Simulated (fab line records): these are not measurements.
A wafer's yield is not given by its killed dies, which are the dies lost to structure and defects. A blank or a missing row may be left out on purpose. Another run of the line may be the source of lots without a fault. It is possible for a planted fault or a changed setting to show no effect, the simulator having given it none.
fab line records    flow sky130
record: lots: 6  wafers: 18  lastDay: 50
route steps=708 shown NWELL@75 PWDE@84 VT_ADJUST_HVTP@85 VT_ADJUST_LVTN@97 VT_ADJUST_NCORE@130 VT_ADJUST_HVTR@142 VT_ADJUST_PCH@153 SONOS_TUNNEL@166
lots untouched by any fault: they come from a run of this same line in which no faults occurred
startH: hours from the record's opening day to when the first of the lot's shown wafers began    waitH: how many hours have passed since the lot's step before this one    " the same as in the row above    L1.1+2: several wafers, shown together as one row    - no value, or no start was given    * or withheld: withheld    < > ~ a bound
route shown NAME@n: a module of which the file shows steps, and the number in the route of the first    usual: mean and standard deviation over wafers with no fault    same: alike in all rows    chamber/n: place in a boat    sites: the reading at each site    _std_site: the values' standard deviation    _edge_site: inner sites' mean taken away from outer sites' mean    radiusMm: for every site, how far away it sits from the centre of the wafer    mask NAME#n: copy n    behind: the most recent tool/chamber to have shaped the wafer    hold: cause of the lot's hold/its duration in hours/its outcome    device: the transistor (n, p or np) that didn't switch    end of line: the tests these same wafers got at the end of their route    step lacking rows: just its recipe    killed: at the first sort, the dies lost to defects and structure; wafer yield is something else    map: a wafer's dies, x killed, . not, _ none there
set.NAME: setting as actually run; set.NAME@STEP: the setting as run at that earlier step    model.NAME: the simulator's own value behind a step, which no gauge read
lots seen at some steps along the route; tables by step, rows by wafer
services: when a tool's chamber went out of use (startH, in hours from the record's first day, below 0 if earlier), for how many hours, and the reason
== steps ==
step: SKY_NWELL_DEVELOP_22
recipe: wallAngleDeg: 90  developer: TMAH  developTimeS: 60  devTempC: 23
step: SKY_NWELL_OVL_MEAS_23
usual: NWELL_01_OVL: -1.1/1.7
lot.wafer  tool        chamber  startH  waitH  NWELL_01_OVL[nm]
L550.2     overlay-01  -        111.23  -      -3.8
L550.3     "           -        "       "      -4.4
L550.6     "           -        "       "      -2.6
L553.1     overlay-02  -        129.22  -      0.3
L553.4     "           -        "       "      -0.1
L553.6     "           -        "       "      -1.3
L560.3     overlay-01  -        169.25  -      -1.1
L560.4     "           -        "       "      -1.9
L560.6     "           -        "       "      -0.8
L561.1     overlay-02  -        177.36  -      -0.6
L561.4     "           -        "       "      0.7
L561.5     "           -        "       "      0.8
L566.2     overlay-02  -        209.98  -      -3.4
L566.5     "           -        "       "      -1.8
L566.6     "           -        "       "      -1.9
L569.2     overlay-02  -        222.02  -      2.3
L569.4     "           -        "       "      1.9
L569.5     "           -        "       "      2.0
step: SKY_NWELL_IMPLANT_24
recipe: species: B  energyKev: 140  doseCm2: 9.2e+12  tiltDeg: withheld
step: SKY_NWELL_STRIP_25
recipe: chemistry: O2/N2  powerW: 1400  pressureMtorr: 1500  platenTempC: withheld  o2FlowSccm: 3000  n2FlowSccm: 300  overashFraction: 0.5
usual: drypumpMotorCurrentA: 5.5/0.36  oesProductAu: 0.723/0.0044  stripTimeToEndpointS: 36.91/0.11
lot.wafer  tool            chamber  startH  waitH  drypumpMotorCurrentA  oesProductAu  rfHoursCounterH  stripTimeToEndpointS
L550.2     plasmaAsher-04  0        111.41  0.1    5.4                   0.725         30               36.95
L550.3     "               0        "       "      5.4                   0.729         -                36.94
L550.6     "               0        "       "      5.4                   0.715         -                36.82
L553.1     plasmaAsher-03  0        129.41  0.1    5.3                   0.731         46               37.00
L553.4     "               1        "       "      5.6                   0.728         -                37.11
L553.6     "               1        "       "      5.6                   0.721         -                37.11
L560.3     plasmaAsher-04  0        169.46  0.1    5.5                   0.723         -                36.96
L560.4     "               1        "       "      4.9                   0.720         -                36.88
L560.6     "               0        "       "      5.4                   0.720         -                36.83
L561.1     plasmaAsher-03  0        177.55  0.1    5.4                   0.726         51               36.68
L561.4     "               1        "       "      5.6                   0.723         -                36.78
L561.5     "               1        "       "      5.6                   0.725         -                36.69
L566.2     plasmaAsher-03  1        210.16  0.1    5.6                   0.719         54               36.97
L566.5     "               0        "       "      5.4                   0.722         -                36.96
L566.6     "               1        "       "      5.6                   0.720         -                37.13
L569.2     plasmaAsher-03  0        222.20  0.1    5.4                   0.723         55               36.86
L569.4     "               0        "       "      5.4                   0.726         -                36.86
L569.5     "               0        "       "      5.4                   0.724         -                36.91
step: SKY_NWELL_TW_MEAS_26
usual: NWELL_2_TW: 492.9/2.3
lot.wafer  tool          chamber  startH  waitH  NWELL_2_TW
L550.2     filmMetro-04  -        111.52  0.1    492.6
L550.3     "             -        "       "      492.9
L550.6     "             -        "       "      493.9
L553.1     filmMetro-04  -        129.51  0.1    491.6
L553.4     "             -        "       "      491.3
L553.6     "             -        "       "      490.7
L560.3     filmMetro-02  -        169.55  0.1    490.8
L560.4     "             -        "       "      491.7
L560.6     "             -        "       "      493.7
L561.1     filmMetro-04  -        177.65  0.1    495.3
L561.4     "             -        "       "      496.6
L561.5     "             -        "       "      493.7
L566.2     filmMetro-02  -        210.27  0.1    491.6
L566.5     "             -        "       "      494.0
L566.6     "             -        "       "      493.7
L569.2     filmMetro-02  -        222.31  0.1    495.3
L569.4     "             -        "       "      496.9
L569.5     "             -        "       "      496.9
step: SKY_NWELL_CLEAN_27
recipe: chemistry: SC1/SC2  mix: 1:4:20  tempC: 70  timeS: 150  dry: n2Spin
step: SKY_NWELL_RTA_28
recipe: tempC: 1050  timeS: 30  idleTempC: 650  rampUpCPerS: 150  rampDownCPerS: 90  ambient: N2
usual: chamberO2Ppm: 2.003/0.022  lampPowerPct: 25.30/0.055  wafer_temp_C_max: 1054.9/1.1
lot.wafer  tool          chamber  startH  waitH  chamberO2Ppm  lampPowerPct  wafer_temp_C_max
L550.2     rtpAnneal-01  0        111.64  0.0    2.043         25.22         1056.7
L550.3     "             0        "       "      2.030         25.32         1054.6
L550.6     "             0        "       "      2.034         25.44         1054.1
L553.1     rtpAnneal-01  0        129.63  0.0    2.021         25.31         1055.9
L553.4     "             0        "       "      2.020         25.23         1055.5
L553.6     "             0        "       "      1.971         25.38         1053.7
L560.3     rtpAnneal-01  0        169.67  0.0    2.017         25.29         1055.7
L560.4     "             0        "       "      2.050         25.20         1055.5
L560.6     "             0        "       "      2.041         25.25         1052.7
L561.1     rtpAnneal-02  0        177.76  0.0    2.009         25.40         1056.3
L561.4     "             0        "       "      1.983         25.37         1053.7
L561.5     "             0        "       "      1.984         25.30         1054.5
L566.2     rtpAnneal-01  0        210.39  0.0    1.980         25.30         1054.8
L566.5     "             0        "       "      1.999         25.33         1055.6
L566.6     "             0        "       "      1.989         25.30         1054.5
L569.2     rtpAnneal-01  0        222.42  0.0    2.045         25.36         1054.6
L569.4     "             0        "       "      1.989         25.23         1054.2
L569.5     "             0        "       "      1.988         25.39         1053.5
step: SKY_NWELL_RS_MEAS_29
recipe: thkMeasGauge: four-point-probe
usual: NWELL_RS: 624.1/1.9
lot.wafer  tool          chamber  startH  waitH  NWELL_RS[ohm/sq]
L550.2     filmMetro-02  -        111.74  0.1    622.6
L550.3     "             -        "       "      625.2
L550.6     "             -        "       "      624.4
L553.1     filmMetro-04  -        129.73  0.1    625.7
L553.4     "             -        "       "      627.0
L553.6     "             -        "       "      625.0
L560.3     filmMetro-04  -        169.78  0.1    624.1
L560.4     "             -        "       "      621.9
L560.6     "             -        "       "      622.4
L561.1     filmMetro-02  -        177.86  0.1    620.3
L561.4     "             -        "       "      622.2
L561.5     "             -        "       "      623.0
L566.2     filmMetro-01  -        210.49  0.1    627.2
L566.5     "             -        "       "      626.7
L566.6     "             -        "       "      628.5
L569.2     filmMetro-02  -        222.53  0.1    622.4
L569.4     "             -        "       "      621.5
L569.5     "             -        "       "      624.0
step: SKY_NWELL_RS_MEAS_31
recipe: thkMeasGauge: four-point-probe
usual: PWDE_RS: 5263/18
lot.wafer  tool          chamber  startH  waitH  PWDE_RS[ohm/sq]
L550.2     filmMetro-02  -        111.98  0.1    5271
L550.3     "             -        "       "      5250
L550.6     "             -        "       "      5255
L553.1     filmMetro-04  -        129.97  0.1    5269
L553.4     "             -        "       "      5281
L553.6     "             -        "       "      5268
L560.3     filmMetro-04  -        170.02  0.1    5277
L560.4     "             -        "       "      5266
L560.6     "             -        "       "      5266
L561.1     filmMetro-02  -        178.10  0.1    5232
L561.4     "             -        "       "      5238
L561.5     "             -        "       "      5250
L566.2     filmMetro-01  -        210.73  0.1    5290
L566.5     "             -        "       "      5283
L566.6     "             -        "       "      5302
L569.2     filmMetro-02  -        222.77  0.1    5277
L569.4     "             -        "       "      5278
L569.5     "             -        "       "      5307
step: SKY_VT_ADJUST_HVTP_DEHYDRATE_00
recipe: tempC: 200  timeS: 60
step: SKY_VT_ADJUST_HVTP_HMDS_01
recipe: primeTimeS: 60  primeTempC: 120
step: SKY_VT_ADJUST_HVTP_COAT_02
recipe: resist: NOVOLAK  spinRpm: 3000  resistThkNm: 1140
usual: chillPlateTempC: 22.99/0.12  dispensePressureKPa: 50.6/0.99
lot.wafer  tool           chamber  startH  waitH  chillPlateTempC  dispensePressureKPa
L550.2     lithoTrack-01  0        121.16  0.1    22.74            51.8
L550.3     "              0        "       "      22.76            51.8
L550.6     "              0        "       "      22.81            51.8
L553.1     lithoTrack-03  0        139.11  0.1    23.31            50.6
L553.4     "              0        "       "      23.11            50.7
L553.6     "              0        "       "      23.32            50.7
L560.3     lithoTrack-03  -        179.41  0.1    -                -
L560.4     "              -        "       "      -                -
L560.6     "              -        "       "      -                -
L561.1     lithoTrack-01  -        188.33  0.1    -                -
L561.4     "              -        "       "      -                -
L561.5     "              -        "       "      -                -
L566.2     lithoTrack-03  0        220.73  0.1    23.00            50.6
L566.5     "              0        "       "      23.02            50.7
L566.6     "              0        "       "      23.01            50.7
L569.2     lithoTrack-04  0        233.35  0.1    23.12            48.9
L569.4     "              0        "       "      23.02            48.9
L569.5     "              0        "       "      22.90            49.0
step: SKY_VT_ADJUST_HVTP_SOFTBAKE_03
recipe: tempC: 90  timeS: 60  resist: NOVOLAK
step: SKY_VT_ADJUST_HVTP_EXPOSE_04
recipe: maskId: HVTPM  na: 0.6  sourceShape: conventional  sigmaOuter: 0.6  polarization: unpolarized  targetCdNm: 380  doseMj: 140
step: SKY_VT_ADJUST_HVTP_PEB_05
recipe: tempC: withheld  timeS: *  resist: NOVOLAK
step: SKY_VT_ADJUST_HVTP_DEVELOP_06
recipe: resist: NOVOLAK  developer: TMAH  developTimeS: 60  devTempC: 23
step: SKY_VT_ADJUST_HVTP_CD_MEAS_07
recipe: targetCdNm: 380
usual: cdNm: 380.3/2.8
lot.wafer  tool      chamber  startH  waitH  cdNm
L550.2     cdSem-01  -        130.34  0.1    378.8
L550.3     "         -        "       "      377.3
L550.6     "         -        "       "      378.1
L553.1     cdSem-02  -        149.77  0.1    376.4
L553.4     "         -        "       "      380.6
L553.6     "         -        "       "      377.0
L560.3     cdSem-01  -        189.81  0.1    -
L560.4     "         -        "       "      -
L560.6     "         -        "       "      -
L561.1     cdSem-02  -        198.16  0.1    -
L561.4     "         -        "       "      -
L561.5     "         -        "       "      -
L566.2     cdSem-02  -        231.80  0.1    379.6
L566.5     "         -        "       "      376.9
L566.6     "         -        "       "      376.7
L569.2     cdSem-02  -        245.34  0.1    379.5
L569.4     "         -        "       "      379.8
L569.5     "         -        "       "      382.1
step: SKY_VT_ADJUST_HVTP_OVL_MEAS_08
usual: VT_ADJUST_HVTP_OVL: -0.7/1.7
lot.wafer  tool        chamber  startH  waitH  VT_ADJUST_HVTP_OVL[nm]
L550.2     overlay-02  -        130.45  0.1    0.4
L550.3     "           -        "       "      -1.5
L550.6     "           -        "       "      -0.2
L553.1     overlay-02  -        149.89  0.1    1.4
L553.4     "           -        "       "      2.0
L553.6     "           -        "       "      0.7
L560.3     overlay-01  -        189.90  0.1    -
L560.4     "           -        "       "      -
L560.6     "           -        "       "      -
L561.1     overlay-02  -        198.28  0.1    -
L561.4     "           -        "       "      -
L561.5     "           -        "       "      -
L566.2     overlay-01  -        231.91  0.1    2.3
L566.5     "           -        "       "      2.7
L566.6     "           -        "       "      2.3
L569.2     overlay-01  -        245.45  0.1    -1.1
L569.4     "           -        "       "      -0.3
L569.5     "           -        "       "      -0.2
step: SKY_VT_ADJUST_HVTP_IMPLANT_09
recipe: species: As  energyKev: 150  doseCm2: 4.3e+12  tiltDeg: withheld
step: SKY_VT_ADJUST_HVTP_STRIP_10
recipe: chemistry: O2/N2  powerW: 1400  pressureMtorr: 1500  platenTempC: withheld  o2FlowSccm: 3000  n2FlowSccm: 300  overashFraction: 0.5
usual: drypumpMotorCurrentA: 5.62/0.29  oesProductAu: 0.716/0.005  stripTimeToEndpointS: 14.17/0.042
lot.wafer  tool            chamber  startH  waitH  drypumpMotorCurrentA  oesProductAu  rfHoursCounterH  stripTimeToEndpointS
L550.2     plasmaAsher-03  0        130.63  0.1    5.35                  0.710         46               14.14
L550.3     "               1        "       "      5.55                  0.715         -                14.15
L550.6     "               1        "       "      5.57                  0.720         -                14.17
L553.1     plasmaAsher-01  1        150.08  0.1    5.88                  0.718         3                14.21
L553.4     "               0        "       "      6.08                  0.715         -                14.19
L553.6     "               0        "       "      6.07                  0.718         -                14.21
L560.3     plasmaAsher-02  0        190.11  0.1    5.31                  -             -                -
L560.4     "               1        "       "      5.37                  -             -                -
L560.6     "               1        "       "      5.37                  -             -                -
L561.1     plasmaAsher-02  0        198.47  0.1    5.29                  -             51               -
L561.4     "               0        "       "      5.32                  -             -                -
L561.5     "               1        "       "      5.34                  -             -                -
L566.2     plasmaAsher-01  1        232.09  0.1    5.84                  0.720         11               14.19
L566.5     "               1        "       "      5.86                  0.713         -                14.17
L566.6     "               0        "       "      6.06                  0.703         -                14.23
L569.2     plasmaAsher-01  1        245.63  0.1    5.83                  0.722         12               14.19
L569.4     "               1        "       "      5.86                  0.720         -                14.18
L569.5     "               1        "       "      5.85                  0.708         -                14.21
step: SKY_VT_ADJUST_HVTP_TW_MEAS_11
usual: VT_ADJUST_HVTP_TW: 1349/6.2
lot.wafer  tool          chamber  startH  waitH  VT_ADJUST_HVTP_TW
L550.2     filmMetro-01  -        130.74  0.1    1362
L550.3     "             -        "       "      1356
L550.6     "             -        "       "      1365
L553.1     filmMetro-01  -        150.18  0.1    1353
L553.4     "             -        "       "      1342
L553.6     "             -        "       "      1347
L560.3     filmMetro-04  -        190.19  0.1    1354
L560.4     "             -        "       "      1347
L560.6     "             -        "       "      1345
L561.1     filmMetro-01  -        198.57  0.1    1345
L561.4     "             -        "       "      1342
L561.5     "             -        "       "      1339
L566.2     filmMetro-03  -        232.20  0.1    1348
L566.5     "             -        "       "      1351
L566.6     "             -        "       "      1353
L569.2     filmMetro-03  -        245.74  0.1    1352
L569.4     "             -        "       "      1352
L569.5     "             -        "       "      1348
step: SKY_VT_ADJUST_LVTN_DEHYDRATE_00
recipe: tempC: 200  timeS: 60
step: SKY_VT_ADJUST_LVTN_HMDS_01
recipe: primeTimeS: 60  primeTempC: 120
step: SKY_VT_ADJUST_LVTN_COAT_02
recipe: spinRpm: 2000  resistThkNm: 3000
step: SKY_VT_ADJUST_LVTN_SOFTBAKE_03
recipe: tempC: 110  timeS: withheld
step: SKY_VT_ADJUST_LVTN_EXPOSE_04
recipe: maskId: NWM_COMPLEMENT_LESS_NATIVE  na: 0.6  sourceShape: conventional  sigmaOuter: 0.6  polarization: unpolarized  targetCdNm: 840  doseMj: 194
step: SKY_VT_ADJUST_LVTN_PEB_05
recipe: tempC: 115  timeS: withheld
step: SKY_VT_ADJUST_LVTN_DEVELOP_06
recipe: wallAngleDeg: 90  developer: TMAH  developTimeS: 60  devTempC: 23
step: SKY_VT_ADJUST_LVTN_OVL_MEAS_07
usual: VT_ADJUST_LVTN_OVL: -1.2/1.4
lot.wafer  tool        chamber  startH  waitH  VT_ADJUST_LVTN_OVL[nm]
L550.2     overlay-02  -        150.20  -      -2.1
L550.3     "           -        "       "      -0.7
L550.6     "           -        "       "      -1.2
L553.1     overlay-01  -        169.91  -      0.8
L553.4     "           -        "       "      1.4
L553.6     "           -        "       "      0.8
L560.3     overlay-01  -        210.84  -      -0.1
L560.4     "           -        "       "      -1.0
L560.6     "           -        "       "      -1.4
L561.1     overlay-02  -        219.94  -      -2.1
L561.4     "           -        "       "      -2.6
L561.5     "           -        "       "      -5.0
L566.2     overlay-01  -        255.57  -      -3.6
L566.5     "           -        "       "      -1.2
L566.6     "           -        "       "      -1.9
L569.2     overlay-02  -        269.74  -      -2.6
L569.4     "           -        "       "      -1.7
L569.5     "           -        "       "      -1.4
step: SKY_VT_ADJUST_LVTN_IMPLANT_08
recipe: species: B  energyKev: 30  doseCm2: 1.57e+12  tiltDeg: withheld
step: SKY_VT_ADJUST_LVTN_STRIP_09
recipe: chemistry: O2/N2  powerW: 1400  pressureMtorr: 1500  platenTempC: withheld  o2FlowSccm: 3000  n2FlowSccm: 300  overashFraction: 0.5
usual: drypumpMotorCurrentA: 5.34/0.21  oesProductAu: 0.723/0.0046  stripTimeToEndpointS: 36.91/0.11
lot.wafer  tool            chamber  startH  waitH  drypumpMotorCurrentA  oesProductAu  rfHoursCounterH  stripTimeToEndpointS
L550.2     plasmaAsher-03  0        150.38  0.1    5.35                  0.726         48               37.13
L550.3     "               1        "       "      5.57                  0.730         -                37.02
L550.6     "               1        "       "      5.59                  0.726         -                37.09
L553.1     plasmaAsher-02  0        170.10  0.1    5.33                  0.721         48               37.04
L553.4     "               0        "       "      5.30                  0.722         -                36.97
L553.6     "               1        "       "      5.35                  0.726         -                36.98
L560.3     plasmaAsher-03  1        211.05  0.1    5.58                  0.721         -                36.94
L560.4     "               0        "       "      5.37                  0.719         -                37.08
L560.6     "               0        "       "      5.37                  0.723         -                36.90
L561.1     plasmaAsher-03  1        220.13  0.1    5.57                  0.729         55               36.80
L561.4     "               0        "       "      5.35                  0.716         -                36.87
L561.5     "               1        "       "      5.55                  0.715         -                36.88
L566.2     plasmaAsher-04  1        255.75  0.1    4.95                  0.715         44               36.80
L566.5     "               0        "       "      5.46                  0.725         -                36.82
L566.6     "               1        "       "      4.95                  0.723         -                36.76
L569.2     plasmaAsher-03  0        269.92  0.1    5.34                  0.722         60               37.01
L569.4     "               0        "       "      5.37                  0.720         -                36.96
L569.5     "               1        "       "      5.56                  0.715         -                36.92
step: SKY_VT_ADJUST_LVTN_TW_MEAS_10
usual: VT_ADJUST_LVTN_TW: 240.1/1.3
lot.wafer  tool          chamber  startH  waitH  VT_ADJUST_LVTN_TW
L550.2     filmMetro-03  -        150.49  0.1    240.7
L550.3     "             -        "       "      239.8
L550.6     "             -        "       "      239.1
L553.1     filmMetro-01  -        170.20  0.1    239.4
L553.4     "             -        "       "      239.4
L553.6     "             -        "       "      239.4
L560.3     filmMetro-01  -        211.14  0.1    1335.6
L560.4     "             -        "       "      1349.0
L560.6     "             -        "       "      1339.5
L561.1     filmMetro-02  -        220.26  0.1    1350.7
L561.4     "             -        "       "      1360.1
L561.5     "             -        "       "      1352.3
L566.2     filmMetro-02  -        255.86  0.1    240.4
L566.5     "             -        "       "      241.6
L566.6     "             -        "       "      241.0
L569.2     filmMetro-02  -        270.03  0.1    241.1
L569.4     "             -        "       "      241.7
L569.5     "             -        "       "      240.1
step: SKY_VT_ADJUST_LVTN_DEHYDRATE_11
recipe: tempC: 200  timeS: 60
step: SKY_VT_ADJUST_LVTN_HMDS_12
recipe: primeTimeS: 60  primeTempC: 120
step: SKY_VT_ADJUST_LVTN_COAT_13
recipe: resist: NOVOLAK  spinRpm: 3000  resistThkNm: 1140
step: SKY_VT_ADJUST_LVTN_SOFTBAKE_14
recipe: tempC: 90  timeS: 60  resist: NOVOLAK
step: SKY_VT_ADJUST_LVTN_EXPOSE_15
recipe: maskId: HVN_STD_DERIVED  na: 0.6  sourceShape: conventional  sigmaOuter: 0.6  polarization: unpolarized  targetCdNm: 600  doseMj: 163
step: SKY_VT_ADJUST_LVTN_PEB_16
recipe: tempC: withheld  timeS: *  resist: NOVOLAK
step: SKY_VT_ADJUST_LVTN_DEVELOP_17
recipe: resist: NOVOLAK  developer: TMAH  developTimeS: 60  devTempC: 23
step: SKY_VT_ADJUST_LVTN_OVL_MEAS_18
usual: VT_ADJUST_LVTN_01_OVL: -0.1/1.4
lot.wafer  tool        chamber  startH  waitH  VT_ADJUST_LVTN_01_OVL[nm]
L550.2     overlay-02  -        170.14  0.1    1.4
L550.3     "           -        "       "      1.5
L550.6     "           -        "       "      1.1
L553.1     overlay-01  -        190.03  0.1    -0.5
L553.4     "           -        "       "      -1.8
L553.6     "           -        "       "      0.5
L560.3     overlay-02  -        232.37  0.1    -0.5
L560.4     "           -        "       "      -0.9
L560.6     "           -        "       "      -0.3
L561.1     overlay-01  -        242.86  0.1    0.1
L561.4     "           -        "       "      -0.8
L561.5     "           -        "       "      -0.4
L566.2     overlay-01  -        280.49  0.1    2.7
L566.5     "           -        "       "      2.2
L566.6     "           -        "       "      0.7
L569.2     overlay-02  -        294.14  0.1    -2.6
L569.4     "           -        "       "      -2.3
L569.5     "           -        "       "      -1.9
step: SKY_VT_ADJUST_LVTN_IMPLANT_19
recipe: species: B  energyKev: 30  doseCm2: 6.5e+11  tiltDeg: withheld
step: SKY_VT_ADJUST_LVTN_TW_MEAS_21
usual: VT_ADJUST_LVTN_2_TW: 187.0/0.99
lot.wafer  tool          chamber  startH  waitH  VT_ADJUST_LVTN_2_TW
L550.2     filmMetro-02  -        170.43  0.1    187.1
L550.3     "             -        "       "      186.7
L550.6     "             -        "       "      185.9
L553.1     filmMetro-01  -        190.32  0.1    186.1
L553.4     "             -        "       "      187.0
L553.6     "             -        "       "      186.1
L560.3     filmMetro-01  -        232.67  0.1    1341.6
L560.4     "             -        "       "      1357.2
L560.6     "             -        "       "      1348.7
L561.1     filmMetro-01  -        243.15  0.1    1351.0
L561.4     "             -        "       "      1352.4
L561.5     "             -        "       "      1347.3
L566.2     filmMetro-01  -        280.78  0.1    185.5
L566.5     "             -        "       "      185.9
L566.6     "             -        "       "      185.9
L569.2     filmMetro-03  -        294.43  0.1    187.7
L569.4     "             -        "       "      188.2
L569.5     "             -        "       "      188.9
step: SKY_VT_ADJUST_NCORE_TW_MEAS_11
usual: VT_ADJUST_NCORE_TW: 218.3/1
lot.wafer  tool          chamber  startH  waitH  VT_ADJUST_NCORE_TW
L550.2     filmMetro-04  -        190.39  0.1    217.8
L550.3     "             -        "       "      216.7
L550.6     "             -        "       "      218.0
L553.1     filmMetro-03  -        211.05  0.1    218.8
L553.4     "             -        "       "      218.8
L553.6     "             -        "       "      217.8
L560.3     filmMetro-02  -        256.26  0.1    1350.4
L560.4     "             -        "       "      1363.3
L560.6     "             -        "       "      1357.0
L561.1     filmMetro-03  -        267.84  0.1    1348.6
L561.4     "             -        "       "      1347.9
L561.5     "             -        "       "      1349.6
L566.2     filmMetro-03  -        307.30  0.1    219.6
L566.5     "             -        "       "      218.9
L566.6     "             -        "       "      218.6
L569.2     filmMetro-03  -        321.34  0.1    219.7
L569.4     "             -        "       "      219.4
L569.5     "             -        "       "      218.4
step: SKY_VT_ADJUST_HVTR_TW_MEAS_11
usual: VT_ADJUST_HVTR_TW: 209.6/1.3
lot.wafer  tool          chamber  startH  waitH  VT_ADJUST_HVTR_TW
L550.2     filmMetro-02  -        211.36  0.1    209.8
L550.3     "             -        "       "      210.8
L550.6     "             -        "       "      209.4
L553.1     filmMetro-01  -        232.17  0.1    208.8
L553.4     "             -        "       "      208.7
L553.6     "             -        "       "      207.6
L560.3     filmMetro-02  -        280.99  0.1    1350.6
L560.4     "             -        "       "      1349.2
L560.6     "             -        "       "      1340.5
L561.1     filmMetro-04  -        293.59  0.1    1354.9
L561.4     "             -        "       "      1350.4
L561.5     "             -        "       "      1351.8
L566.2     filmMetro-01  -        334.28  0.1    211.9
L566.5     "             -        "       "      210.3
L566.6     "             -        "       "      211.9
L569.2     filmMetro-01  -        348.28  0.1    211.0
L569.4     "             -        "       "      210.4
L569.5     "             -        "       "      209.7
step: SKY_VT_ADJUST_PCH_TW_MEAS_10
usual: VT_ADJUST_PCH_TW: 141.9/0.66
lot.wafer  tool          chamber  startH  waitH  VT_ADJUST_PCH_TW
L550.2     filmMetro-03  -        232.43  0.1    142.5
L550.3     "             -        "       "      142.6
L550.6     "             -        "       "      143.5
L553.1     filmMetro-03  -        255.81  0.1    142.5
L553.4     "             -        "       "      141.7
L553.6     "             -        "       "      142.0
L560.3     filmMetro-01  -        306.77  0.1    1358.5
L560.4     "             -        "       "      1354.9
L560.6     "             -        "       "      1349.5
L561.1     filmMetro-04  -        320.11  0.1    1349.2
L561.4     "             -        "       "      1348.8
L561.5     "             -        "       "      1336.9
L566.2     filmMetro-01  -        361.56  0.1    141.2
L566.5     "             -        "       "      141.7
L566.6     "             -        "       "      141.6
L569.2     filmMetro-01  -        376.37  0.1    141.5
L569.4     "             -        "       "      141.8
L569.5     "             -        "       "      140.9
step: SKY_SONOS_TUNNEL_TW_MEAS_12
usual: SONOS_TUNNEL_TW: 196.3/1.1
lot.wafer  tool          chamber  startH  waitH  SONOS_TUNNEL_TW
L550.2     filmMetro-01  -        256.53  0.0    195.6
L550.3     "             -        "       "      196.3
L550.6     "             -        "       "      196.0
L553.1     filmMetro-02  -        280.75  0.0    196.7
L553.4     "             -        "       "      196.0
L553.6     "             -        "       "      196.4
L560.3     filmMetro-02  -        334.15  0.0    1346.0
L560.4     "             -        "       "      1352.9
L560.6     "             -        "       "      1353.9
L561.1     filmMetro-01  -        347.52  0.0    1357.1
L561.4     "             -        "       "      1345.8
L561.5     "             -        "       "      1347.4
L566.2     filmMetro-03  -        390.88  0.0    197.3
L566.5     "             -        "       "      196.6
L566.6     "             -        "       "      196.4
L569.2     filmMetro-03  -        406.03  0.0    196.7
L569.4     "             -        "       "      197.2
L569.5     "             -        "       "      197.9
== services ==
tool            chamber  startH  hours  kind
plasmaAsher-03  -        92.37   1.6    repair
plasmaAsher-02  -        106.92  14.6   pm
plasmaAsher-01  -        108.75  9.0    pm
plasmaAsher-01  0        108.75  9.0    ventCycle
plasmaAsher-01  1        108.75  9.0    ventCycle
plasmaAsher-01  0        117.75  -      clean
plasmaAsher-01  1        117.75  -      clean
plasmaAsher-01  -        196.23  1.2    repair
plasmaAsher-01  -        240.27  1.3    repair
== key ==
firstSign: step: SKY_VT_ADJUST_HVTP_COAT_02  reading: toolRecord  direction: missing
effect: step: SKY_VT_ADJUST_HVTP_CD_MEAS_07  reading: cdNm  direction: missing
effect: step: SKY_VT_ADJUST_HVTP_OVL_MEAS_08  reading: VT_ADJUST_HVTP_OVL  direction: missing
effect: step: SKY_VT_ADJUST_LVTN_TW_MEAS_10  reading: VT_ADJUST_LVTN_TW  direction: up  sigmas: 99+  usual: 240.1  struck: 1347.9
effect: step: SKY_VT_ADJUST_LVTN_TW_MEAS_21  reading: VT_ADJUST_LVTN_2_TW  direction: up  sigmas: 99+  usual: 187.0  struck: 1349.7
effect: step: SKY_VT_ADJUST_NCORE_TW_MEAS_11  reading: VT_ADJUST_NCORE_TW  direction: up  sigmas: 99+  usual: 218.3  struck: 1352.8
effect: step: SKY_VT_ADJUST_HVTR_TW_MEAS_11  reading: VT_ADJUST_HVTR_TW  direction: up  sigmas: 99+  usual: 209.6  struck: 1349.6
effect: step: SKY_VT_ADJUST_PCH_TW_MEAS_10  reading: VT_ADJUST_PCH_TW  direction: up  sigmas: 99+  usual: 141.9  struck: 1349.6
effect: step: SKY_SONOS_TUNNEL_TW_MEAS_12  reading: SONOS_TUNNEL_TW  direction: up  sigmas: 99+  usual: 196.3  struck: 1350.5
metAt SKY_VT_ADJUST_HVTP_COAT_02
struckWafers L560.3,L560.4,L560.6,L561.1,L561.4,L561.5
sortLeftOut L560.3,L560.4,L560.6,L561.1,L561.4,L561.5
testerLeftOut L560,L561
onsetBetween 139.11 179.41
fault: kind: skippedStepWhole  tool: lithoTrack-01,lithoTrack-03  chamber: -  onsetH: 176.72  steps: SKY_VT_ADJUST_HVTP_COAT_02  scope: struckLotsOnly
testerLeftOut: of these lots the tester's yield and bins aren't shown, on N5 and GAA mostly nor the transistor test; their killed dies are dies lost to structure and defects alone, not to doping, threshold or leakage, so they don't give the yield
sortLeftOut: the simulated sort isn't trusted on such a fault, so these wafers' sort isn't shown, and their yield isn't known
